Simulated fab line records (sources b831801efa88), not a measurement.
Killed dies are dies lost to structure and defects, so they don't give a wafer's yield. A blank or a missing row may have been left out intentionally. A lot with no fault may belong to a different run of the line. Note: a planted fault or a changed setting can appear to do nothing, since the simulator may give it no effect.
fab line records	flow sky130
[record] lots = 12	wafers = 36	last-day = 50
route steps=708 shown FIELD_ISO@28 PWDE@54 VT_ADJUST_PCH@152 SONOS_TUNNEL@166 PAD_OPEN@708
lots with no fault: from the same line, run without faults
start-h: start of the lot's first displayed wafer, in hours after the record's first day	wait-h: hours since the lot's step before	" repeats the value in the row above	L1.1+2: a single row standing in for several wafers	- either no value or no given start	* or withheld: withheld	< > ~ a bound
route shown NAME@n: a module of which the file shows steps, and the number in the route of the first	usual: the fault-free wafers' mean and standard deviation	same: alike in all rows	chamber/n: place in a boat	sites: the reading at each site	_std_site: standard deviation of those values	_edge_site: the outer-site mean with the inner-site mean subtracted	radius-mm: for every site, how far away it sits from the centre of the wafer	mask NAME#n: copy n	behind: tool/chamber where the wafer was last shaped	hold: cause of the lot's hold/its duration in hours/its outcome	device: the transistor (n, p or np) that didn't switch	end of line: the tests these same wafers got at the end of their route	a step given without rows: its recipe and nothing more	killed: dies lost to structure and defects at the first sort, not the wafer's yield	map: a wafer's dies, x killed, . not, _ none there
set.NAME: the run value of the setting; set.NAME@STEP: its run value at that earlier step	model.NAME: the simulator's own value behind a step, which no gauge read
one table for each step of the route and one row for each wafer, over a sample of lots
services: from which hour (start-h, from the record's first day; less than 0 if before it) a tool's chamber was out of use, for how many hours, and why
[[steps]]
[step SKY_FIELD_ISO_CMP_27]
[recipe] stop-on = Si3N4	t-overpolish-s = 16.65	down-force-psi = 4	platen-rpm = 60	target-thk-nm = 457.8	pad-velocity-m-s = 0.94248
[usual] motor-current-A = 11.4/1.5	overpolish-run-s = 16.650/0.0099	time-to-endpoint-s = 113/3.7
lot.wafer	tool	chamber	start-h	wait-h	motor-current-A	overpolish-run-s	time-to-endpoint-s
L521.3	cmp-02	3	41.00	0.0	13.3	16.636	114
L521.2	"	1	"	"	12.3	16.648	115
L521.6	"	3	"	"	12.9	16.655	117
L522.1	cmp-02	2	46.27	0.1	10.7	16.644	119
L522.6	"	0	"	"	11.8	16.659	117
L522.5	"	1	"	"	13.2	16.637	114
L523.4	cmp-01	0	48.29	0.1	13.7	16.645	112
L523.2	"	1	"	"	10.8	16.642	111
L523.6	"	3	"	"	10.4	16.658	111
L524.1	cmp-01	2	56.08	0.1	9.9	16.644	115
L524.3	"	0	"	"	13.4	16.659	109
L524.5	"	1	"	"	10.7	16.658	111
L525.2	cmp-01	1	60.87	0.1	9.6	16.639	110
L525.4	"	2	"	"	9.4	16.656	116
L525.5	"	1	"	"	10.5	16.643	112
L529.1	cmp-02	1	81.25	0.1	12.2	16.651	112
L529.5	"	3	"	"	12.9	16.650	113
L529.6	"	0	"	"	12.3	16.644	112
L531.1	cmp-01	2	90.69	0.0	9.5	16.637	113
L531.2	"	3	"	"	10.2	16.659	110
L531.4	"	0	"	"	12.8	16.635	113
L533.1	cmp-02	0	100.80	0.0	12.0	16.638	115
L533.2	"	1	"	"	13.0	16.655	117
L533.3	"	3	"	"	13.3	16.637	117
L538.1	cmp-01	2	127.12	0.1	9.4	16.648	123
L538.3	"	0	"	"	13.7	16.656	115
L538.5	"	1	"	"	10.4	16.641	117
L539.3	cmp-01	1	132.72	0.0	10.3	16.648	112
L539.6	"	1	"	"	10.3	16.638	109
L539.5	"	2	"	"	10.0	16.640	116
L540.1	cmp-01	2	137.14	0.0	9.7	16.665	118
L540.3	"	0	"	"	12.5	16.651	108
L540.2	"	1	"	"	10.3	16.651	114
L543.2	cmp-02	2	157.35	0.0	10.3	16.658	113
L543.4	"	0	"	"	12.1	16.646	116
L543.1	"	1	"	"	12.2	16.654	114
[step SKY_PWDE_STRIP_09]
[recipe] chemistry = O2/N2	power-w = 1400	pressure-mtorr = 1500	platen-temp-c = withheld	o2-flow-sccm = 3000	n2-flow-sccm = 300	overash-fraction = 0.5
[usual] chamber-pressure-mTorr = 1500.0/1.5	drypump-motor-current-A = 6.1/0.51	oes-product-au = 0.723/0.005	strip-time-to-endpoint-s = 37.00/0.1
lot.wafer	tool	chamber	start-h	wait-h	chamber-pressure-mTorr	drypump-motor-current-A	oes-product-au	rf-hours-counter-h	strip-time-to-endpoint-s
L521.2	plasma-asher-01	0	75.92	0.1	1502.3	5.9	0.720	23	36.98
L521.3	"	0	"	"	1497.8	6.0	0.715	-	37.09
L521.6	"	1	"	"	1498.4	5.6	0.729	-	36.96
L522.1	plasma-asher-03	0	81.47	0.1	1499.0	6.4	0.715	42	36.91
L522.5	"	1	"	"	1502.1	6.4	0.728	-	36.96
L522.6	"	0	"	"	1502.0	6.4	0.726	-	37.03
L523.2	plasma-asher-04	0	84.33	0.1	1500.2	5.4	0.721	41	37.17
L523.4	"	1	"	"	1497.8	6.7	0.728	-	37.29
L523.6	"	1	"	"	1499.5	6.7	0.730	-	37.21
L524.1	plasma-asher-01	0	93.03	0.1	1499.2	6.0	0.718	25	37.10
L524.3	"	0	"	"	1501.9	5.9	0.724	-	37.04
L524.5	"	1	"	"	1499.1	5.6	0.726	-	37.19
L525.2	plasma-asher-03	0	99.08	0.1	1498.8	6.4	0.712	44	37.03
L525.4	"	0	"	"	1501.7	6.4	0.728	-	37.01
L525.5	"	0	"	"	1502.1	6.4	0.723	-	37.10
L529.1	plasma-asher-01	0	119.77	0.1	1499.1	6.0	0.729	28	37.10
L529.5	"	1	"	"	1497.5	5.6	0.722	-	37.03
L529.6	"	0	"	"	1500.7	6.0	0.725	-	37.03
L531.1	plasma-asher-03	1	130.13	0.1	1497.7	6.4	0.723	48	36.91
L531.2	"	0	"	"	1499.9	6.4	0.723	48	37.10
L531.4	"	1	"	"	1499.1	6.4	0.721	-	36.91
L533.1	plasma-asher-03	0	140.77	0.1	1495.9	6.4	0.721	49	37.21
L533.2	"	1	"	"	1500.5	6.4	0.727	49	37.07
L533.3	"	1	"	"	1502.1	6.4	0.722	-	37.09
L538.1	plasma-asher-03	0	168.72	0.1	1501.7	6.4	0.719	51	37.11
L538.3	"	0	"	"	1503.2	6.4	0.723	-	37.02
L538.5	"	0	"	"	1496.9	6.4	0.721	-	37.02
L539.3	plasma-asher-04	0	175.30	0.1	1501.6	5.4	0.720	-	36.99
L539.5	"	0	"	"	1499.6	5.4	0.724	-	37.02
L539.6	"	1	"	"	1499.4	6.7	0.714	-	36.92
L540.1	plasma-asher-04	0	180.52	0.1	1501.3	5.4	0.724	50	36.96
L540.2	"	1	"	"	1502.5	6.7	0.728	50	37.01
L540.3	"	1	"	"	1501.1	6.6	0.732	-	36.93
L543.1	plasma-asher-01	1	208.72	0.1	1499.6	5.6	0.720	36	36.76
L543.2	"	0	"	"	1500.4	6.0	0.728	36	36.82
L543.4	"	1	"	"	1503.4	5.6	0.728	-	36.82
[step SKY_VT_ADJUST_PCH_STRIP_09]
[recipe] chemistry = O2/N2	power-w = 1400	pressure-mtorr = 1500	platen-temp-c = withheld	o2-flow-sccm = 3000	n2-flow-sccm = 300	overash-fraction = 0.5
[usual] chamber-pressure-mTorr = 1500.0/1.3	drypump-motor-current-A = 6.2/0.47	oes-product-au = 0.723/0.0049	strip-time-to-endpoint-s = 36.94/0.12
lot.wafer	tool	chamber	start-h	wait-h	chamber-pressure-mTorr	drypump-motor-current-A	oes-product-au	rf-hours-counter-h	strip-time-to-endpoint-s
L521.2	plasma-asher-04	0	236.82	0.1	1501.3	5.3	0.716	56	36.92
L521.3	"	0	"	"	1498.4	5.3	0.721	-	36.84
L521.6	"	0	"	"	1500.1	5.4	0.720	-	36.85
L522.1	plasma-asher-04	0	243.47	0.1	1501.8	5.4	0.719	56	37.05
L522.5	"	1	"	"	1497.9	6.7	0.717	-	37.05
L522.6	"	0	"	"	1501.7	5.3	0.727	-	37.17
L523.2	plasma-asher-04	1	246.07	0.1	1501.9	6.7	0.724	57	36.98
L523.4	"	1	"	"	1500.6	6.7	0.730	-	36.93
L523.6	"	0	"	"	1498.9	5.4	0.714	-	36.93
L524.1	plasma-asher-04	1	258.97	0.1	1502.8	6.7	0.718	58	37.08
L524.3	"	1	"	"	1500.4	6.7	0.730	-	37.05
L524.5	"	0	"	"	1498.4	5.4	0.722	-	37.07
L525.2	plasma-asher-03	0	264.92	0.1	1501.4	6.4	0.719	60	37.00
L525.4	"	0	"	"	1500.0	6.4	0.717	-	37.21
L525.5	"	1	"	"	1501.1	6.4	0.728	-	37.08
L529.1	plasma-asher-03	0	292.27	0.1	1500.7	6.4	0.728	62	36.84
L529.5	"	0	"	"	1500.1	6.4	0.725	-	36.68
L529.6	"	1	"	"	1499.1	6.4	0.720	-	36.68
L531.1	plasma-asher-02	0	309.12	0.1	1499.8	5.5	0.729	19	36.79
L531.2	"	1	"	"	1500.4	6.0	0.722	19	36.81
L531.4	"	0	"	"	1500.2	5.5	0.723	-	36.88
L533.1	plasma-asher-03	1	324.82	0.1	1500.6	6.4	0.724	65	37.01
L533.2	"	0	"	"	1500.2	6.4	0.724	65	37.04
L533.3	"	0	"	"	1501.4	6.4	0.721	-	36.95
L538.1	plasma-asher-03	1	359.67	0.1	-	-	-	-	-
L538.3	"	1	"	"	-	-	-	-	-
L538.5	"	0	"	"	-	-	-	-	-
L539.3	plasma-asher-03	0	371.10	0.1	-	-	-	-	-
L539.5	"	1	"	"	-	-	-	-	-
L539.6	"	0	"	"	-	-	-	-	-
L540.1	plasma-asher-03	1	378.12	0.1	-	-	-	-	-
L540.2	"	0	"	"	-	-	-	-	-
L540.3	"	0	"	"	-	-	-	-	-
L543.1	plasma-asher-03	0	416.82	0.1	1500.2	6.4	0.731	75	36.98
L543.2	"	1	"	"	1499.6	6.4	0.722	75	36.84
L543.4	"	1	"	"	1499.8	6.5	0.724	-	36.92
[step SKY_VT_ADJUST_PCH_TW_MEAS_10]
[usual] VT_ADJUST_PCH_TW = 142.2/0.73
lot.wafer	tool	chamber	start-h	wait-h	VT_ADJUST_PCH_TW
L521.2	film-metro-02	-	236.93	0.1	141.2
L521.3	"	-	"	"	142.0
L521.6	"	-	"	"	141.0
L522.1	film-metro-02	-	243.57	0.1	141.7
L522.5	"	-	"	"	142.2
L522.6	"	-	"	"	142.2
L523.2	film-metro-04	-	246.18	0.1	142.8
L523.4	"	-	"	"	142.1
L523.6	"	-	"	"	142.1
L524.1	film-metro-04	-	259.07	0.1	141.9
L524.3	"	-	"	"	142.3
L524.5	"	-	"	"	142.6
L525.2	film-metro-02	-	265.03	0.1	141.3
L525.4	"	-	"	"	142.3
L525.5	"	-	"	"	142.8
L529.1	film-metro-02	-	292.37	0.1	142.0
L529.5	"	-	"	"	142.7
L529.6	"	-	"	"	142.3
L531.1	film-metro-04	-	309.22	0.1	140.6
L531.2	"	-	"	"	140.6
L531.4	"	-	"	"	140.3
L533.1	film-metro-01	-	324.92	0.1	143.4
L533.2	"	-	"	"	143.2
L533.3	"	-	"	"	143.0
L538.1	film-metro-02	-	359.77	0.1	141.9
L538.3	"	-	"	"	142.3
L538.5	"	-	"	"	142.3
L539.3	film-metro-02	-	371.19	0.1	142.4
L539.5	"	-	"	"	142.1
L539.6	"	-	"	"	141.7
L540.1	film-metro-01	-	378.22	0.1	143.4
L540.2	"	-	"	"	143.1
L540.3	"	-	"	"	143.9
L543.1	film-metro-02	-	416.92	0.1	143.4
L543.2	"	-	"	"	143.2
L543.4	"	-	"	"	141.9
[step SKY_SONOS_TUNNEL_TW_MEAS_12]
[usual] SONOS_TUNNEL_TW = 196.1/0.9
lot.wafer	tool	chamber	start-h	wait-h	hold	SONOS_TUNNEL_TW
L521.2	film-metro-02	-	260.33	0.0	-	197.3
L521.3	"	-	"	"	-	197.0
L521.6	"	-	"	"	-	196.3
L522.1	film-metro-03	-	267.45	0.0	-	195.6
L522.5	"	-	"	"	-	196.4
L522.6	"	-	"	"	-	195.9
L523.2	film-metro-02	-	269.88	0.0	-	196.9
L523.4	"	-	"	"	-	198.2
L523.6	"	-	"	"	-	197.7
L524.1	film-metro-03	-	283.20	0.0	-	194.7
L524.3	"	-	"	"	-	195.0
L524.5	"	-	"	"	-	195.3
L525.2	film-metro-03	-	289.93	0.0	-	195.7
L525.4	"	-	"	"	-	195.9
L525.5	"	-	"	"	-	196.2
L529.1	film-metro-02	-	318.20	0.0	-	195.4
L529.5	"	-	"	"	-	196.2
L529.6	"	-	"	"	-	195.4
L531.1	film-metro-02	-	335.76	0.0	-	194.6
L531.2	"	-	"	"	-	194.8
L531.4	"	-	"	"	-	194.8
L533.1	film-metro-04	-	352.25	0.0	-	195.0
L533.2	"	-	"	"	-	194.6
L533.3	"	-	"	"	-	194.8
L538.1	film-metro-02	-	388.55	0.0	await-dispo/0.2h/release	29.9
L538.3	"	-	"	"	await-dispo/0.2h/release	29.9
L538.5	"	-	"	"	await-dispo/0.2h/release	30.0
L538.1	film-metro-02	-	388.78	0.2	-	30.0
L538.3	"	-	"	"	-	30.0
L538.5	"	-	"	"	-	29.9
L539.3	film-metro-04	-	400.89	0.0	await-dispo/0.2h/release	29.7
L539.5	"	-	"	"	await-dispo/0.2h/release	29.7
L539.6	"	-	"	"	await-dispo/0.2h/release	29.8
L539.3	film-metro-04	-	401.12	0.2	-	29.9
L539.5	"	-	"	"	-	30.1
L539.6	"	-	"	"	-	29.9
L540.1	film-metro-02	-	408.16	0.0	await-dispo/0.2h/release	29.8
L540.2	"	-	"	"	await-dispo/0.2h/release	30.1
L540.3	"	-	"	"	await-dispo/0.2h/release	29.9
L540.1	film-metro-02	-	408.39	0.2	-	30.0
L540.2	"	-	"	"	-	29.9
L540.3	"	-	"	"	-	30.1
L543.1	film-metro-04	-	448.65	0.0	-	196.3
L543.2	"	-	"	"	-	194.8
L543.4	"	-	"	"	-	194.7
[step SKY_PAD_OPEN_PROBE_99]
[usual] defect-limited-yield = 82.1/1.9	killed_at_M0_to_M3 = 45/6.8	killed_at_M4_up = 3.0/1.7	killed-at-contacts = 25/5.7	killed-at-front-end = 15/4.6	killed-at-other = 0.3/0.66	killed-dies = 88/9.5	killed-open = 48/7.3	killed-short = 39/6.5	sort_bin_3_pad_short = 0.9/0.47	sort_bin_5_function = 10.6/1.5	sort_bin_6_memory = 6.4/1.2	sort-n-pass = 404/9.5	sort-yield-pct = 82.1/1.9
[same] gross-dies = 492	killed-at-back-side = 0	sort_bin_4_leakage[%] = 0	sort_bin_8_speed[%] = 0
lot.wafer	tool	chamber	start-h	wait-h	defect-limited-yield[%]	killed_at_M0_to_M3	killed_at_M4_up	killed-at-contacts	killed-at-front-end	killed-at-other	killed-dies	killed-open	killed-short	sort_bin_3_pad_short[%]	sort_bin_5_function[%]	sort_bin_6_memory[%]	sort-n-pass	sort-yield-pct[%]
L521.2	prober-02	-	1081.89	0.1	79.7	65	3	13	18	1	100	55	44	0.4	11.4	8.5	392	79.7
L521.3	prober-02	-	1081.94	0.2	79.3	57	4	30	11	0	102	64	37	0.6	12.2	7.9	390	79.3
L521.6	prober-02	-	1082.09	0.2	80.7	50	2	25	18	0	95	60	35	0	10.8	8.5	397	80.7
L524.1	prober-02	-	1104.51	0.1	80.1	44	2	24	27	1	98	48	50	0.6	11.0	8.3	394	80.1
L524.3	prober-02	-	1104.61	0.2	78.0	50	5	35	18	0	108	59	49	2.6	12.4	6.9	384	78.0
L524.5	prober-02	-	1104.71	0.2	83.3	43	1	28	10	0	82	45	37	1.4	9.3	5.9	410	83.3
L525.2	prober-01	-	1108.20	0.1	79.5	49	3	34	15	0	101	58	43	0.8	13.8	5.9	391	79.5
L525.4	prober-01	-	1108.30	0.2	83.9	40	4	17	18	0	79	45	34	0.4	8.7	6.9	413	83.9
L525.5	prober-01	-	1108.35	0.2	82.3	45	4	24	14	0	87	53	34	0.4	10.4	6.9	405	82.3
L531.1	prober-01	-	1139.45	0.1	81.3	51	4	16	21	0	92	46	46	0.4	14.0	4.3	400	81.3
L531.2	prober-01	-	1139.50	0.1	79.7	49	7	25	18	1	100	48	52	1.0	12.6	6.7	392	79.7
L531.4	prober-01	-	1139.60	0.2	83.7	47	3	12	18	0	80	48	32	1.2	8.9	6.1	412	83.7
// killed by level:class
L521.2 VIA1:geometric-particle:open=14 VIA3:geometric-particle:open=12 METAL1:geometric-particle:short=12 METAL2:geometric-particle:short=9 POLY_GATE:geometric-particle:open=5 CONTACT:geometric-particle:open=5 VIA2:geometric-particle:open=5 POLY_GATE:geometric-particle:short=4
L521.3 VIA1:geometric-particle:open=16 CONTACT:geometric-particle:open=13 VIA3:geometric-particle:open=10 VIA2:geometric-particle:open=8 LI_CONTACT:geometric-particle:open=7 VIA1:geometric-particle:short=6 LI_CONTACT:geometric-particle:short=5 METAL1:geometric-particle:short=5
L521.6 VIA3:geometric-particle:open=13 CONTACT:geometric-particle:open=12 VIA2:geometric-particle:open=11 VIA1:geometric-particle:open=10 SPACER:geometric-particle:open=5 LOCAL_INTERCONNECT:geometric-particle:short=5 FIELD_ISO:geometric-particle:short=4 LI_CONTACT:geometric-particle:open=4
L524.1 VIA1:geometric-particle:open=8 CONTACT:geometric-particle:short=7 CONTACT:geometric-particle:open=7 VIA2:geometric-particle:open=7 FIELD_ISO:geometric-particle:open=6 POLY_GATE:geometric-particle:short=6 METAL2:geometric-particle:short=6 METAL1:geometric-particle:short=5
L524.3 LI_CONTACT:geometric-particle:open=11 CONTACT:geometric-particle:open=11 VIA3:geometric-particle:open=9 LOCAL_INTERCONNECT:geometric-particle:short=9 VIA1:geometric-particle:open=8 POLY_GATE:geometric-particle:open=7 METAL2:geometric-particle:short=7 POLY_GATE:geometric-particle:short=6
L524.5 VIA2:geometric-particle:open=13 CONTACT:geometric-particle:open=11 METAL2:geometric-particle:short=8 METAL1:geometric-particle:short=5 LI_CONTACT:geometric-particle:open=5 LOCAL_INTERCONNECT:geometric-particle:short=5 CONTACT:geometric-particle:short=5 VIA3:geometric-particle:open=5
L525.2 VIA1:geometric-particle:open=12 VIA2:geometric-particle:open=12 LI_CONTACT:geometric-particle:open=8 LOCAL_INTERCONNECT:geometric-particle:short=8 CONTACT:geometric-particle:open=8 VIA3:geometric-particle:open=8 VIA1:geometric-particle:short=7 CONTACT:geometric-particle:short=6
L525.4 VIA1:geometric-particle:open=11 LI_CONTACT:geometric-particle:open=6 VIA2:geometric-particle:open=6 FIELD_ISO:geometric-particle:short=5 CONTACT:geometric-particle:open=5 METAL3:geometric-particle:short=5 VIA3:geometric-particle:open=5 POLY_GATE:geometric-particle:open=4
L525.5 VIA1:geometric-particle:open=13 CONTACT:geometric-particle:open=11 VIA2:geometric-particle:open=9 VIA1:geometric-particle:short=8 METAL1:geometric-particle:short=5 VIA3:geometric-particle:open=5 FIELD_ISO:geometric-particle:short=4 CONTACT:geometric-particle:short=4
L531.1 VIA1:geometric-particle:open=16 VIA1:geometric-particle:short=8 POLY_GATE:geometric-particle:short=7 CONTACT:geometric-particle:open=7 POLY_GATE:geometric-particle:open=6 LI_CONTACT:geometric-particle:open=5 METAL2:geometric-particle:short=5 VIA2:geometric-particle:open=5
L531.2 VIA1:geometric-particle:open=11 CONTACT:geometric-particle:open=9 METAL2:geometric-particle:short=8 VIA1:geometric-particle:short=7 LI_CONTACT:geometric-particle:open=6 METAL4:geometric-particle:short=6 VIA3:geometric-particle:open=6 POLY_GATE:geometric-particle:short=5
L531.4 VIA1:geometric-particle:open=23 CONTACT:geometric-particle:open=7 FIELD_ISO:geometric-particle:short=6 VIA1:geometric-particle:short=6 VIA2:geometric-particle:open=5 POLY_GATE:geometric-particle:open=4 POLY_GATE:geometric-particle:short=4 METAL2:geometric-particle:short=4
[[services]]
tool	chamber	start-h	hours	kind
cmp-02	-	23.76	4.9	pm
cmp-01	-	24.77	0.4	repair
plasma-asher-01	-	45.80	0.6	repair
cmp-01	-	50.24	1.8	repair
cmp-02	-	64.28	4.0	pm
cmp-02	-	73.04	2.1	repair
plasma-asher-03	-	78.93	0.8	repair
cmp-01	-	79.28	7.7	pm
cmp-01	-	99.15	0.7	repair
cmp-02	-	136.52	7.4	pm
cmp-01	-	173.58	3.0	repair
cmp-01	-	232.27	4.0	pm
plasma-asher-04	-	238.54	0.3	repair
plasma-asher-03	-	242.68	5.4	repair
cmp-02	-	247.22	10.2	repair
plasma-asher-04	-	266.28	10.0	repair
cmp-01	-	327.15	0.8	repair
cmp-02	-	331.80	0.6	repair
plasma-asher-04	-	353.77	3.3	repair
cmp-02	-	357.78	2.9	repair
plasma-asher-04	-	391.55	0.3	repair
cmp-02	-	392.76	8.2	pm
cmp-01	-	403.55	13.8	pm
cmp-02	-	404.28	4.0	pm
[[key]]
[first-sign] step = SKY_VT_ADJUST_PCH_STRIP_09	reading = tool-record	direction = missing
[effect] step = SKY_SONOS_TUNNEL_TW_MEAS_12	reading = visit	direction = added
[effect] step = SKY_SONOS_TUNNEL_TW_MEAS_12	reading = SONOS_TUNNEL_TW	direction = down	sigmas = 99+	usual = 196.1	struck = 29.9
met-at SKY_VT_ADJUST_PCH_STRIP_09
struck-lots L538,L539,L540
scrapped-behind SKY_SONOS_TUNNEL_TW_MEAS_12 L538.1,L538.3,L538.5,L539.3,L539.5,L539.6,L540.1,L540.2,L540.3
not-acting-at SKY_FIELD_ISO_CMP_27,SKY_PWDE_STRIP_09,SKY_VT_ADJUST_PCH_TW_MEAS_10
onset-between 324.82 359.67
[fault] kind = skipped-step-whole	tool = plasma-asher-03	chamber = -	onset-h = 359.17	steps = SKY_VT_ADJUST_PCH_STRIP_09	scope = struck-lots-only
